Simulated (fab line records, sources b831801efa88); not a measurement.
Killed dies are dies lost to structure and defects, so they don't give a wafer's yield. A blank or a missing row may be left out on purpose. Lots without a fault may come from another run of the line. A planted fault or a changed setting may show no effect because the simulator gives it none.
Chamber matching | flow sky130 | SKY_METAL3_ETCH_17 on rie_diel-02: 4 sister chambers
The step etches SiO2 in C4F8/O2/Ar, stops on TiN, time 3.9 s, target depth 15 nm. 4 wafers are shown with their chamber, then 9 later ones without.

WAFERS WITH THEIR CHAMBER
wafer  | chamber | oes_product_au (a.u.)
L088.5 | 0       | 0.752
L089.1 | 2       | 0.744
L089.2 | 3       | 0.740
L089.3 | 1       | 0.744

WAFERS WITHOUT THEIR CHAMBER
wafer  | oes_product_au (a.u.)
L089.4 | 0.759
L089.5 | 0.746
L089.6 | 0.754
L091.2 | 0.735
L091.5 | 0.739
L091.6 | 0.750
L096.2 | 0.753
L096.4 | 0.760
L096.6 | 0.749

WHICH CHAMBER EACH WENT THROUGH
wafer  | from the rows above               | in truth
L089.4 | can't be placed: 0 or 1 or 2      | 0
L089.5 | can't be placed: 1 or 2 or 0 or 3 | 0
L089.6 | can't be placed: 0 or 1 or 2      | 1
L091.2 | can't be placed: 3 or 1 or 2      | 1
L091.5 | can't be placed: 3 or 1 or 2      | 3
L091.6 | can't be placed: 0 or 1 or 2 or 3 | 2
L096.2 | can't be placed: 0 or 1 or 2      | 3
L096.4 | can't be placed: 0 or 1 or 2      | 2
L096.6 | can't be placed: 0 or 1 or 2 or 3 | 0
Placed correctly: 0 of 9. Can't be placed from these rows: 9 (the true chamber is among the candidates in 8). Placed wrongly: 0.
How it was worked out, from the rows above alone: a wafer's distance from a chamber is the root of the sum, over the readings, of the square of ((its reading less the chamber's mean) divided by the reading's scatter). The wafer belongs to the nearest chamber; if the next one is less than 2 further off, it can't be placed. A chamber's mean is the mean of its shown wafers. The scatter: with one shown wafer a chamber, the root of the mean of the squares of how far each hidden wafer lies from its nearest shown one.
